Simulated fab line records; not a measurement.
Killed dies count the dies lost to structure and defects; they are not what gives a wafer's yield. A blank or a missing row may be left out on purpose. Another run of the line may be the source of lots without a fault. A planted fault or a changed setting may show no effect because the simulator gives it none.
fab line records | flow sky130
record lots=5 wafers=15 last-day=50
route steps=708 shown CONTACT@422 METAL1@434 VIA1@458 PAD_OPEN@708
lots that met no fault: taken from a fault-free run of the same line
start-h: hours from the record's opening day to when the first of the lot's shown wafers began | wait-h: how many hours have passed since the lot's step before this one | " as in the row above | L1.1+2: a single row standing in for several wafers | - no value present, or no start provided | * or withheld: withheld | < > ~ a bound
route shown NAME@n: names a module that has steps shown in the file, with the first one's number in the route | usual: the fault-free wafers' mean and standard deviation | same: alike in all rows | chamber/n: place in a boat | sites: the reading at each site | _std_site: the standard deviation of these | _edge_site: mean of outer sites minus mean of inner sites | radius-mm: how far each site lies from the wafer's centre | mask NAME#n: copy n | behind: the tool/chamber that last shaped the wafer | hold: reason for holding the lot/hours on hold/outcome of the hold | device: whichever transistor did not switch (one of n, p or np) | end of line: tests run on the same wafers once the route is complete | a step with no rows: only its recipe | killed: dies that structure and defects cost at the first sort, which is not the same as the wafer's yield | map: the dies of a wafer, with x for killed, . for not killed, _ for no die there
set.NAME: the setting as run; set.NAME@STEP: as run at that earlier step | model.NAME: the simulator's own value behind a step, which no gauge read
certain route steps with their lots: each step a table, each wafer a row
services: when a tool's chamber went out of use (start-h, in hours from the record's first day, below 0 if earlier), for how many hours, and the reason
## steps
# step SKY_CONTACT_ETCH_16
# recipe chemistry=N2/H2 target=BARC ion-energy-ev=200 source-w=500 bias-w=100 pressure-mtorr=30 n2-flow-sccm=100 h2-flow-sccm=200 stop-on=SiO2 time-s=45.9 target-depth-a=600
# step SKY_CONTACT_ETCH_17
# recipe target=SiO2 chemistry=C4F8/O2/Ar stop-on=Si3N4 mask-material=KrF-thick source-w=1500 bias-w=1200 pressure-mtorr=40 c4f8-flow-sccm=withheld O2_flow_sccm=6 Ar_flow_sccm=300 time-s=withheld target-depth-a=3400
# step SKY_CONTACT_ETCH_18
# recipe target=Si3N4 chemistry=CHF3/O2 stop-on=TiN source-w=600 bias-w=200 pressure-mtorr=40 chf3-flow-sccm=50 O2_flow_sccm=5 time-s=39 target-depth-a=750
# usual bias-w=199.9/0.61 drypump-motor-current-A=5.6/0.4 oes-product-au=0.855/0.0078 throttle-valve-pct=8.793/0.0096
# same time-s=39
# columns lot.wafer tool chamber start-h wait-h bias-w drypump-motor-current-A oes-product-au rf-hours-counter-h throttle-valve-pct
L831.1 rie-diel-02 1 - - 200.7 6.0 0.842 1 8.789
L831.2 " 0 " " 200.5 5.1 0.849 0 8.778
L831.3 " 3 " " 200.0 5.5 0.847 7 8.789
L835.4 rie-diel-04 2 - - 200.1 5.7 0.855 3 8.789
L835.5 " 2 " " 200.6 5.8 0.857 - 8.805
L835.6 " 1 " " 200.4 4.8 0.859 - 8.801
L846.1 rie-diel-04 3 - - 199.5 6.2 0.851 17 8.790
L846.2 " 1 " " 199.9 4.8 0.846 15 8.786
L846.6 " 2 " " 199.7 5.8 0.853 - 8.781
L850.3 rie-diel-01 3 - - 198.8 5.9 0.847 17 8.789
L850.4 " 1 " " 199.6 5.1 0.856 3 8.800
L850.6 " 2 " " 200.2 5.8 0.848 - 8.797
L851.2 rie-diel-01 2 - - 200.8 5.8 0.843 24 8.793
L851.4 " 1 " " 200.7 5.1 0.861 4 8.789
L851.5 " 0 " " 200.3 5.8 0.868 - 8.774
# step SKY_CONTACT_STRIP_19
# recipe chemistry=O2/N2 power-w=1400 pressure-mtorr=1500 platen-temp-c=withheld o2-flow-sccm=3000 n2-flow-sccm=300 overash-fraction=0.5
# step SKY_CONTACT_STRIP_20
# recipe chemistry=post-etch-residue-remover time-s=1200 temp-c=72.5
# step SKY_CONTACT_CLEAN_21
# recipe chemistry=IPA time-s=180 temp-c=25
# step SKY_CONTACT_CLEAN_22
# recipe chemistry=O3/DIW dry=n2-spin
# step SKY_CONTACT_SPUTTER_23
# recipe material=TiN target-thk-nm=20 chamber-pressure-pa=5 power-w=4000 time-s=80
# step SKY_CONTACT_CVD_24
# recipe material=W target-thk-nm=340 time-s=102.12 temp-c=400 pressure-torr=40
# step SKY_CONTACT_RS_MEAS_25
# recipe thk-meas-gauge=four-point-probe reads=W_of_CONTACT_CVD_24+TiN_of_CONTACT_SPUTTER_23
# usual CONTACT_W_RS=0.339/0.005
# columns lot.wafer tool chamber start-h wait-h CONTACT_W_RS[ohm/sq]
L831.1 film-metro-04 - 745.41 0.1 0.341
L831.2 " - " " 0.339
L831.3 " - " " 0.341
L835.4 film-metro-01 - 782.69 0.1 0.351
L835.5 " - " " 0.345
L835.6 " - " " 0.341
L846.1 film-metro-01 - 866.44 0.1 0.336
L846.2 " - " " 0.330
L846.6 " - " " 0.334
L850.3 film-metro-03 - 890.65 0.1 0.347
L850.4 " - " " 0.344
L850.6 " - " " 0.343
L851.2 film-metro-03 - 909.43 0.1 0.341
L851.4 " - " " 0.338
L851.5 " - " " 0.338
# step SKY_CONTACT_THK_MEAS_26
# recipe thk-meas-gauge=xrf reads=W_of_CONTACT_CVD_24
# usual CONTACT_W_THK=331/5.7
# columns lot.wafer tool chamber start-h wait-h CONTACT_W_THK[nm]
L831.1 film-metro-04 - 745.53 0.1 325
L831.2 " - " " 324
L831.3 " - " " 324
L835.4 film-metro-01 - 782.78 0.1 320
L835.5 " - " " 324
L835.6 " - " " 329
L846.1 film-metro-01 - 866.56 0.1 328
L846.2 " - " " 335
L846.6 " - " " 329
L850.3 film-metro-03 - 890.75 0.1 326
L850.4 " - " " 332
L850.6 " - " " 331
L851.2 film-metro-03 - 909.54 0.1 334
L851.4 " - " " 334
L851.5 " - " " 336
# step SKY_CONTACT_CMP_27
# recipe stop-on=SiO2 t-overpolish-s=15 down-force-psi=3.5 platen-rpm=60 target-thk-nm=0 pad-velocity-m-s=0.94248
# step SKY_METAL1_SPUTTER_00
# recipe material=Ti target-thk-nm=15 power-w=3000 time-s=10 chamber-pressure-pa=0.4
# usual throttle-valve-pct=29.9/0.67
# same time-s=10
# columns lot.wafer tool chamber start-h wait-h throttle-valve-pct
L831.1 pvd-sputter-04 - 745.89 0.1 29.4
L831.2 " - " " 30.3
L831.3 " - " " 30.2
L835.4 pvd-sputter-01 - 783.11 0.2 29.7
L835.5 " - " " 29.8
L835.6 " - " " 29.6
L846.1 pvd-sputter-04 - 866.92 0.1 30.2
L846.2 " - " " 29.6
L846.6 " - " " 30.5
L850.3 pvd-sputter-03 - 891.09 0.2 30.4
L850.4 " - " " 31.1
L850.6 " - " " 28.6
L851.2 pvd-sputter-01 - 909.89 0.1 31.0
L851.4 " - " " 30.1
L851.5 " - " " 29.9
# step SKY_METAL1_SPUTTER_01
# recipe material=TiN target-thk-nm=20 power-w=6500 time-s=16.7 chamber-pressure-pa=0.4
# step SKY_METAL1_SPUTTER_02
# recipe material=AlCu target-thk-nm=250 power-w=10600 time-s=13.3 chamber-pressure-pa=0.4
# step SKY_METAL1_SPUTTER_03
# recipe material=Ti target-thk-nm=5 power-w=3000 time-s=3.3 chamber-pressure-pa=0.4
# step SKY_METAL1_SPUTTER_04
# recipe material=TiN target-thk-nm=70 power-w=6500 time-s=58.3 chamber-pressure-pa=0.4
# usual throttle-valve-pct=29.9/0.67
# same time-s=58.3
# columns lot.wafer tool chamber start-h wait-h throttle-valve-pct
L831.1 pvd-sputter-04 - 745.98 0.0 29.6
L831.2 " - " " 30.3
L831.3 " - " " 29.9
L835.4 pvd-sputter-01 - 783.20 0.0 29.5
L835.5 " - " " 30.1
L835.6 " - " " 29.8
L846.1 pvd-sputter-04 - 867.01 0.0 30.2
L846.2 " - " " 29.5
L846.6 " - " " 30.4
L850.3 pvd-sputter-03 - 891.18 0.0 30.4
L850.4 " - " " 30.9
L850.6 " - " " 28.6
L851.2 pvd-sputter-01 - 909.98 0.0 30.9
L851.4 " - " " 29.8
L851.5 " - " " 30.0
# step SKY_METAL1_RS_MEAS_05
# recipe thk-meas-gauge=four-point-probe reads=TiN_of_METAL1_SPUTTER_04+Ti_of_METAL1_SPUTTER_03+AlCu_of_METAL1_SPUTTER_02+TiN_of_METAL1_SPUTTER_01+Ti_of_METAL1_SPUTTER_00
# usual METAL1_ALCU_RS=0.1265/0.0014
# columns lot.wafer tool chamber start-h wait-h METAL1_ALCU_RS[ohm/sq]
L831.1 film-metro-01 - 746.03 0.0 0.1249
L831.2 " - " " 0.1255
L831.3 " - " " 0.1235
L835.4 film-metro-04 - 783.31 0.1 0.1283
L835.5 " - " " 0.1281
L835.6 " - " " 0.1264
L846.1 film-metro-01 - 867.06 0.0 0.1249
L846.2 " - " " 0.1263
L846.6 " - " " 0.1241
L850.3 film-metro-01 - 891.27 0.1 0.1272
L850.4 " - " " 0.1266
L850.6 " - " " 0.1291
L851.2 film-metro-04 - 910.05 0.0 0.1254
L851.4 " - " " 0.1274
L851.5 " - " " 0.1274
# step SKY_METAL1_THK_MEAS_06
# recipe thk-meas-gauge=xrf reads=AlCu_of_METAL1_SPUTTER_02
# usual METAL1_ALCU_THK=246/3.4
# columns lot.wafer tool chamber start-h wait-h METAL1_ALCU_THK[nm]
L831.1 film-metro-01 - 746.15 0.1 248
L831.2 " - " " 249
L831.3 " - " " 251
L835.4 film-metro-04 - 783.40 0.1 245
L835.5 " - " " 246
L835.6 " - " " 250
L846.1 film-metro-01 - 867.18 0.1 250
L846.2 " - " " 246
L846.6 " - " " 250
L850.3 film-metro-01 - 891.37 0.1 243
L850.4 " - " " 248
L850.6 " - " " 240
L851.2 film-metro-04 - 910.16 0.1 249
L851.4 " - " " 247
L851.5 " - " " 246
# step SKY_METAL1_DEHYDRATE_07
# recipe temp-c=200 time-s=60
# step SKY_METAL1_HMDS_08
# recipe prime-time-s=60 prime-temp-c=120
# step SKY_METAL1_COAT_09
# recipe resist=BARC temp-c=withheld time-s=withheld spin-rpm=3000 resist-thk-nm=60
# step SKY_METAL1_COAT_10
# recipe resist=KrF-thick spin-rpm=3000 resist-thk-nm=450
# step SKY_METAL1_SOFTBAKE_11
# recipe temp-c=100 time-s=90 resist=KrF-thick
# step SKY_METAL1_EXPOSE_12
# recipe mask-id=MM1 na=0.8 source-shape=annular sigma-inner=0.55 sigma-outer=0.85 target-cd-nm=140 dose-mj=28
# step SKY_METAL1_PEB_13
# recipe peb-temp-c=withheld peb-time-s=withheld resist=KrF-thick
# step SKY_METAL1_DEVELOP_14
# recipe develop-time-s=60 resist=KrF-thick dev-temp-c=21
# step SKY_METAL1_CD_MEAS_15
# recipe target-cd-nm=140
# usual cd-nm=140.2/1.8
# columns lot.wafer tool chamber start-h wait-h cd-nm
L831.1 cd-sem-01 - 773.19 - 140.4
L831.2 " - " " 140.6
L831.3 " - " " 143.3
L835.4 cd-sem-02 - 810.24 - 138.2
L835.5 " - " " 137.0
L835.6 " - " " 137.4
L846.1 cd-sem-02 - 892.93 - 141.5
L846.2 " - " " 143.2
L846.6 " - " " 141.5
L850.3 cd-sem-02 - 916.82 - 138.7
L850.4 " - " " 138.8
L850.6 " - " " 139.2
L851.2 cd-sem-01 - 935.66 - 138.9
L851.4 " - " " 137.5
L851.5 " - " " 138.9
# step SKY_METAL1_OVL_MEAS_16
# usual METAL1_OVL=3/5.4
# columns lot.wafer tool chamber start-h wait-h METAL1_OVL[nm]
L831.1 overlay-02 - 773.31 0.1 13
L831.2 " - " " 11
L831.3 " - " " 9
L835.4 overlay-02 - 810.32 0.1 6
L835.5 " - " " 19
L835.6 " - " " 7
L846.1 overlay-01 - 893.05 0.1 6
L846.2 " - " " 3
L846.6 " - " " 2
L850.3 overlay-02 - 916.91 0.1 4
L850.4 " - " " 2
L850.6 " - " " 0
L851.2 overlay-01 - 935.77 0.1 -1
L851.4 " - " " -6
L851.5 " - " " 0
# step SKY_METAL1_DESCUM_17
# recipe chemistry=O2 source-power-w=150 bias-power-w=0 pressure-mtorr=10 temp-c=40 time-s=8
# usual drypump-motor-current-A=5.8/0.46 oes-product-au=1.005/0.0088 temp-c=39.99/0.11
# same time-s=8
# columns lot.wafer tool chamber start-h wait-h drypump-motor-current-A oes-product-au rf-hours-counter-h temp-c
L831.1 rie-metal-01 1 773.35 0.0 5.1 1.000 4 40.25
L831.2 " 0 " " 6.0 1.015 2 39.86
L831.3 " 0 " " 6.0 1.013 - 40.00
L835.4 rie-metal-04 1 810.35 0.0 5.9 0.995 - 39.95
L835.5 " 1 " " 6.0 0.989 - 39.98
L835.6 " 0 " " 6.6 0.997 - 40.11
L846.1 rie-metal-03 0 893.09 0.0 5.6 1.002 15 39.92
L846.2 " 0 " " 5.7 0.995 - 39.88
L846.6 " 0 " " 5.6 0.999 - 39.94
L850.3 rie-metal-01 0 916.95 0.0 6.0 1.016 - 40.03
L850.4 " 1 " " 5.1 1.002 - 39.94
L850.6 " 1 " " 5.1 1.011 - 39.94
L851.2 rie-metal-01 0 935.80 0.0 6.0 1.007 9 40.04
L851.4 " 1 " " 5.1 0.998 - 39.98
L851.5 " 1 " " 5.1 0.997 - 40.00
# step SKY_METAL1_ETCH_18
# recipe chemistry=N2/H2 target=BARC ion-energy-ev=200 bias-w=100 pressure-mtorr=30 n2-flow-sccm=100 h2-flow-sccm=200 icp-w=500 stop-on=SiO2 time-s=45.9 target-depth-a=600
# step SKY_METAL1_METAL_ETCH_19
# recipe target-depth-a=3600 stop-on=SiO2 over-etch-frac=0.3 time-s=78 chemistry=Cl2/BCl3 resist-sidewall-deg=88 pressure-mtorr=10 icp-w=900 bias-w=48.5 Cl2_flow_sccm=60 bcl3-flow-sccm=30
# usual bias-w=48.52/0.16 drypump-motor-current-A=5.8/0.46 oes-product-au=0.855/0.0057 throttle-valve-pct=22.263/0.0097
# same time-s=78
# columns lot.wafer tool chamber start-h wait-h bias-w drypump-motor-current-A oes-product-au rf-hours-counter-h throttle-valve-pct
L831.1 rie-metal-01 1 773.44 0.0 48.86 5.2 0.866 5 22.281
L831.2 " 0 " " 48.41 6.1 0.862 2 22.257
L831.3 " 0 " " 48.42 6.0 0.844 - 22.273
L835.4 rie-metal-04 1 810.46 0.1 48.34 5.9 0.855 - 22.258
L835.5 " 1 " " 48.57 6.0 0.845 - 22.277
L835.6 " 0 " " 48.22 6.6 0.852 - 22.259
L846.1 rie-metal-03 0 893.28 0.1 48.50 5.7 0.857 15 22.258
L846.2 " 0 " " 48.50 5.7 0.853 - 22.256
L846.6 " 0 " " 48.69 5.7 0.863 - 22.259
L850.3 rie-metal-01 0 917.06 0.1 48.69 6.0 0.852 - 22.264
L850.4 " 1 " " 48.54 5.1 0.859 - 22.287
L850.6 " 1 " " 48.78 5.1 0.849 - 22.262
L851.2 rie-metal-01 0 935.89 0.0 48.48 6.1 0.858 9 22.279
L851.4 " 1 " " 48.39 5.1 0.858 - 22.273
L851.5 " 1 " " 48.72 5.1 0.849 - 22.272
# step SKY_METAL1_STRIP_20
# recipe chemistry=O2/N2 power-w=1400 pressure-mtorr=1500 platen-temp-c=withheld o2-flow-sccm=3000 n2-flow-sccm=300 overash-fraction=0.5
# usual drypump-motor-current-A=5.9/0.31 o2-flow-sccm=3000/9.7 oes-product-au=0.342/0.0045 strip-time-to-endpoint-s=2.66/0.039
# columns lot.wafer tool chamber start-h wait-h drypump-motor-current-A o2-flow-sccm oes-product-au rf-hours-counter-h strip-time-to-endpoint-s
L831.1 plasma-asher-03 0 773.53 0.1 6.1 2990 0.338 34 2.67
L831.2 " 1 " " 5.4 2988 0.334 34 2.65
L831.3 " 1 " " 5.4 2970 0.340 - 2.61
L835.4 plasma-asher-03 1 810.56 0.1 5.4 3003 0.343 - 2.71
L835.5 " 0 " " 6.1 2997 0.347 - 2.68
L835.6 " 1 " " 5.4 3011 0.340 - 2.69
L846.1 plasma-asher-04 1 893.46 0.1 6.1 2992 0.335 77 2.70
L846.2 " 0 " " 5.5 2996 0.340 77 2.70
L846.6 " 0 " " 5.6 3006 0.343 - 2.71
L850.3 plasma-asher-03 1 917.15 0.1 5.4 3000 0.342 - 2.61
L850.4 " 0 " " 6.1 3014 0.339 - 2.63
L850.6 " 1 " " 5.4 3008 0.342 - 2.58
L851.2 plasma-asher-04 0 935.98 0.1 5.6 2998 0.345 82 2.63
L851.4 " 1 " " 6.1 3013 0.340 - 2.64
L851.5 " 1 " " 6.1 3008 0.335 - 2.65
# step SKY_METAL1_STRIP_21
# recipe chemistry=post-etch-residue-remover time-s=1200 temp-c=72.5
# step SKY_METAL1_CLEAN_22
# recipe chemistry=IPA time-s=180 temp-c=25
# step SKY_METAL1_CLEAN_23
# recipe chemistry=O3/DIW dry=n2-spin
# step SKY_VIA1_HDPCVD_00
# recipe material=SiO2 target-thk-nm=1030 sigma-open-frac=0.3 time-s=171.7 temp-c=400 sih4-flow-sccm=60 pressure-mtorr=6
# step SKY_VIA1_THK_MEAS_01
# recipe reads=SiO2_of_VIA1_HDPCVD_00
# usual VIA1_HDPCVD_THK=1036/9.7
# columns lot.wafer tool chamber start-h wait-h VIA1_HDPCVD_THK[nm]
L831.1 film-metro-04 - 774.24 0.1 1023
L831.2 " - " " 1039
L831.3 " - " " 1032
L835.4 film-metro-03 - 811.32 0.1 1015
L835.5 " - " " 1028
L835.6 " - " " 1040
L846.1 film-metro-03 - 894.16 0.1 1032
L846.2 " - " " 1039
L846.6 " - " " 1040
L850.3 film-metro-03 - 917.84 0.1 1056
L850.4 " - " " 1045
L850.6 " - " " 1042
L851.2 film-metro-02 - 936.70 0.1 1057
L851.4 " - " " 1059
L851.5 " - " " 1041
# step SKY_VIA1_CMP_02
# recipe material=SiO2 down-force-psi=4 platen-rpm=60 pad-velocity-m-s=0.94248
# step SKY_VIA1_BOW_MEAS_03
# recipe mode=bow
# usual VIA1_BOW=80/7.4
# columns lot.wafer tool chamber start-h wait-h VIA1_BOW[um]
L831.1 film-metro-04 - 774.60 0.1 81
L831.2 " - " " 80
L831.3 " - " " 85
L835.4 film-metro-03 - 811.71 0.2 75
L835.5 " - " " 81
L835.6 " - " " 76
L846.1 film-metro-03 - 894.54 0.2 74
L846.2 " - " " 83
L846.6 " - " " 77
L850.3 film-metro-02 - 918.22 0.1 77
L850.4 " - " " 78
L850.6 " - " " 78
L851.2 film-metro-03 - 937.07 0.2 78
L851.4 " - " " 80
L851.5 " - " " 76
# step SKY_VIA1_DEHYDRATE_04
# recipe temp-c=200 time-s=60
# step SKY_VIA1_HMDS_05
# recipe prime-time-s=60 prime-temp-c=120
# step SKY_PAD_OPEN_PROBE_99
# usual defect-limited-yield=82.8/2 killed_at_M0_to_M3=43/6.4 killed_at_M4_up=3.1/2 killed-at-contacts=24/5.2 killed-at-front-end=15/4.3 killed-at-other=0.2/0.48 killed-dies=85/9.7 killed-open=47/6.9 killed-short=38/6.7 sort_bin_3_pad_short=0.9/0.48 sort_bin_5_function=10.3/1.6 sort_bin_6_memory=6.1/0.97 sort-n-pass=407/9.7 sort-yield-pct=82.8/2
# same gross-dies=492 killed-at-back-side=0 sort_bin_4_leakage[%]=0 sort_bin_8_speed[%]=0
# columns lot.wafer tool chamber start-h wait-h defect-limited-yield[%] killed_at_M0_to_M3 killed_at_M4_up killed-at-contacts killed-at-front-end killed-at-other killed-dies killed-open killed-short sort_bin_3_pad_short[%] sort_bin_5_function[%] sort_bin_6_memory[%] sort-n-pass sort-yield-pct[%] model.etest.tester.sort-n-pass model.etest.tester.sort-yield-pct model.etest.tester.sort_bin_5_pct
L831.1 prober-01 - 1088.42 0.1 82.3 45 5 25 12 0 87 47 40 1.8 10.8 5.1 405 82.3 405 82.32 10.77
L831.2 prober-01 - 1088.47 0.1 82.1 57 3 15 13 0 88 45 43 1.2 8.9 7.7 404 82.1 404 82.11 8.943
L831.3 prober-01 - 1088.52 0.2 79.1 54 2 26 20 1 103 50 53 1.6 12.0 7.3 389 79.1 389 79.06 11.99
L835.4 prober-01 - 1113.64 0.2 81.3 54 1 20 17 0 92 59 33 1.0 10.8 6.9 400 81.3 400 81.3 10.77
L835.5 prober-01 - 1113.69 0.2 77.6 62 4 27 17 0 110 46 37 1.0 14.2 7.1 382 77.6 382 77.64 14.23
L835.6 prober-01 - 1113.74 0.2 81.9 36 3 31 19 0 89 54 35 0.8 8.9 8.3 403 81.9 403 81.91 8.943
L846.1 prober-02 - 1174.58 0.1 84.1 35 1 22 19 1 78 40 38 1.2 8.5 6.1 414 84.1 414 84.15 8.537
L846.2 prober-02 - 1174.63 0.1 82.3 42 3 30 11 1 87 48 38 0.6 9.8 7.3 405 82.3 405 82.32 9.756
L846.6 prober-02 - 1174.83 0.2 86.6 29 0 25 12 0 66 42 24 0.8 8.3 4.3 426 86.6 426 86.59 8.333
L850.3 prober-02 - 1192.15 0.2 83.3 44 0 24 13 1 82 45 37 0.8 10.2 5.7 410 83.3 410 83.33 10.16
L850.4 prober-02 - 1192.20 0.2 85.8 37 6 15 12 0 70 39 31 0.2 8.5 5.5 422 85.8 422 85.77 8.537
L850.6 prober-02 - 1192.30 0.2 83.9 45 0 24 9 1 79 48 31 0.6 10.8 4.7 413 83.9 413 83.94 10.77
L851.2 prober-01 - 1204.58 0.1 87.0 33 2 18 11 0 64 38 26 1.2 7.1 4.7 428 87.0 428 86.99 7.114
L851.4 prober-01 - 1204.68 0.2 81.3 46 5 21 20 0 92 49 43 1.0 11.2 6.5 400 81.3 400 81.3 11.18
L851.5 prober-01 - 1204.73 0.2 85.6 36 4 24 7 0 71 40 31 1.2 9.1 4.1 421 85.6 421 85.57 9.146
# killed by level:class
L831.1 VIA1:geometric-particle:open=11 CONTACT:geometric-particle:open=11 VIA2:geometric-particle:short=9 LI_CONTACT:geometric-particle:open=8 VIA3:geometric-particle:open=8 METAL2:geometric-particle:short=6 POLY_GATE:geometric-particle:short=4 FIELD_ISO:geometric-particle:short=3
L831.2 VIA1:geometric-particle:open=10 VIA2:geometric-particle:open=9 METAL2:geometric-particle:short=9 CONTACT:geometric-particle:open=6 VIA3:geometric-particle:open=6 VIA1:geometric-particle:short=5 VIA2:geometric-particle:short=5 VIA3:geometric-particle:short=5
L831.3 VIA1:geometric-particle:open=12 CONTACT:geometric-particle:open=8 VIA2:geometric-particle:open=8 POLY_GATE:geometric-particle:short=7 CONTACT:geometric-particle:short=7 METAL1:geometric-particle:short=7 VIA2:geometric-particle:short=6 POLY_GATE:geometric-particle:open=5
L835.4 VIA1:geometric-particle:open=11 VIA3:geometric-particle:open=11 CONTACT:geometric-particle:open=9 METAL1:geometric-particle:short=7 VIA2:geometric-particle:open=7 FIELD_ISO:geometric-particle:open=6 CONTACT:geometric-particle:short=5 METAL3:geometric-particle:short=5
L835.5 METAL1:unspecified=27 CONTACT:geometric-particle:open=11 VIA3:geometric-particle:open=8 LI_CONTACT:geometric-particle:open=7 POLY_GATE:geometric-particle:open=6 METAL1:geometric-particle:short=6 CONTACT:geometric-particle:short=4 VIA1:geometric-particle:short=4
L835.6 VIA1:geometric-particle:open=12 LI_CONTACT:geometric-particle:open=10 FIELD_ISO:geometric-particle:open=9 CONTACT:geometric-particle:open=8 LI_CONTACT:geometric-particle:short=4 POLY_GATE:geometric-particle:short=4 LOCAL_INTERCONNECT:geometric-particle:short=4 METAL1:geometric-particle:short=4
L846.1 VIA1:geometric-particle:open=11 CONTACT:geometric-particle:open=8 POLY_GATE:geometric-particle:short=7 LI_CONTACT:geometric-particle:open=6 METAL1:geometric-particle:short=5 FIELD_ISO:geometric-particle:open=4 VIA3:geometric-particle:open=4 LI_CONTACT:geometric-particle:short=3
L846.2 LI_CONTACT:geometric-particle:open=14 VIA1:geometric-particle:open=10 VIA2:geometric-particle:open=7 CONTACT:geometric-particle:open=6 METAL2:geometric-particle:short=6 METAL1:geometric-particle:short=5 LOCAL_INTERCONNECT:geometric-particle:short=4 CONTACT:geometric-particle:short=4
L846.6 LI_CONTACT:geometric-particle:open=11 VIA1:geometric-particle:open=7 METAL1:geometric-particle:short=6 VIA3:geometric-particle:open=6 POLY_GATE:geometric-particle:short=5 LOCAL_INTERCONNECT:geometric-particle:short=5 CONTACT:geometric-particle:open=5 VIA2:geometric-particle:open=5
L850.3 VIA1:geometric-particle:open=11 CONTACT:geometric-particle:open=10 CONTACT:geometric-particle:short=8 VIA2:geometric-particle:open=8 VIA1:geometric-particle:short=6 METAL2:geometric-particle:short=6 VIA3:geometric-particle:open=6 POLY_GATE:geometric-particle:short=3
L850.4 VIA1:geometric-particle:open=12 LI_CONTACT:geometric-particle:open=6 METAL2:geometric-particle:short=5 VIA3:geometric-particle:open=5 LOCAL_INTERCONNECT:geometric-particle:short=4 METAL1:geometric-particle:short=4 METAL4:geometric-particle:short=4 FIELD_ISO:geometric-particle:open=3
L850.6 VIA3:geometric-particle:open=14 VIA1:geometric-particle:open=12 CONTACT:geometric-particle:open=10 LI_CONTACT:geometric-particle:open=5 CONTACT:geometric-particle:short=4 VIA1:geometric-particle:short=4 METAL2:geometric-particle:short=4 FIELD_ISO:geometric-particle:short=3
L851.2 CONTACT:geometric-particle:open=9 VIA1:geometric-particle:short=7 VIA1:geometric-particle:open=7 POLY_GATE:geometric-particle:open=4 LI_CONTACT:geometric-particle:open=4 VIA3:geometric-particle:short=4 VIA3:geometric-particle:open=4 METAL2:geometric-particle:short=3
L851.4 VIA1:geometric-particle:open=13 VIA3:geometric-particle:open=11 CONTACT:geometric-particle:open=7 POLY_GATE:geometric-particle:short=5 METAL4:geometric-particle:short=4 VIA3:geometric-particle:short=4 LI_CONTACT:geometric-particle:open=4 VIA1:geometric-particle:short=4
L851.5 CONTACT:geometric-particle:open=7 VIA1:geometric-particle:open=7 VIA3:geometric-particle:open=7 POLY_GATE:geometric-particle:open=6 VIA2:geometric-particle:open=6 LI_CONTACT:geometric-particle:open=5 LOCAL_INTERCONNECT:geometric-particle:short=5 CONTACT:geometric-particle:short=4
# map L835.5 (x killed, . not)
__________.........._________
________...x.x......x._______
______.....x.x....x...x._____
_____.......x...x...x.x..____
____..x...x....xx.....x...___
___........x...x...........__
__.............x.......x...x_
_.x.xx..........x..xx.....xx.
_.....x..xx..x...x.....xx...x
_.............x.....x.x......
_x......x...x....xx...x......
_....x...x..x......x....xx...
_........x.xx...xx.xx....xxxx
_..xx..................xxxxxx
_...........x.........xxxxxxx
__....xxx...x...x...x.xxxxxx_
___....x...............xxxx__
____.........xx.......xxxx___
_____x.xx....x...x.......____
______.......xx.....x..._____
________.............._______
__________.........._________
# map L851.4 (x killed, . not)
__________...xx....._________
________............x._______
______x..x...x.xx......x_____
_____.................x..____
____...x..x...x.x.x......x___
___....x...x......x.....xxx__
__.......x.........x.....x.._
_x..x...........x..x.x.......
_.......x........x...........
_.....xx.....xxx....x...x.x..
_.....xx.......xxx.x.xx..x...
_x....x.........xx..x..x....x
_......x.x..x....x........x..
_...........x.......x........
_.....xx...x............x...x
__..........xx....x..x....x._
___..x.......x........x.x..__
____........xx....x.x.....___
_____x.......x.....xx....____
______......xx.....xx..x_____
________.x....x......._______
__________.........._________
## services
# columns tool chamber start-h hours kind
plasma-asher-04 - 727.28 3.2 repair
pvd-sputter-03 - 730.85 57.0 repair
rie-metal-04 1 735.37 4.0 repair
plasma-asher-04 - 737.59 2.2 repair
rie-diel-01 2 760.30 4.1 repair
rie-metal-01 - 762.36 0.7 repair
pvd-sputter-01 - 765.12 3.5 repair
plasma-asher-04 - 767.10 2.8 pm
plasma-asher-03 - 770.87 0.3 repair
rie-metal-04 - 776.37 1.4 pm
rie-diel-04 1 776.88 4.3 repair
plasma-asher-03 - 786.91 4.0 pm
rie-diel-01 2 794.17 1.7 repair
rie-metal-03 1 807.27 1.1 repair
rie-metal-04 - 834.16 14.6 pm
rie-diel-04 - 839.85 14.6 pm
rie-diel-01 3 844.14 13.8 repair
pvd-sputter-03 - 844.64 3.2 repair
plasma-asher-03 - 845.12 4.8 repair
pvd-sputter-04 - 846.22 5.2 repair
rie-metal-04 - 851.75 0.1 repair
rie-metal-04 - 851.94 2.8 pm
pvd-sputter-01 - 879.24 2.2 repair
pvd-sputter-04 - 905.25 12.4 repair
## key
first-sign step=SKY_PAD_OPEN_PROBE_99 reading=killed_at_M0_to_M3 direction=up sigmas=3 usual=43 struck=62
effect step=SKY_PAD_OPEN_PROBE_99 reading=defect-limited-yield direction=down sigmas=2.6 usual=82.8 struck=77.6
model-effect step=SKY_PAD_OPEN_PROBE_99 value=etest.tester.sort-n-pass without=406 struck=382
met-at SKY_METAL1_SPUTTER_00
struck-wafers L835.5
fault kind=chamber-particle-source tool=pvd-sputter-01 chamber=- onset-h=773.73 steps=SKY_METAL1_SPUTTER_00 rate-per-visit-cm2=0.39759 end-h=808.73 scope=struck-wafers-only
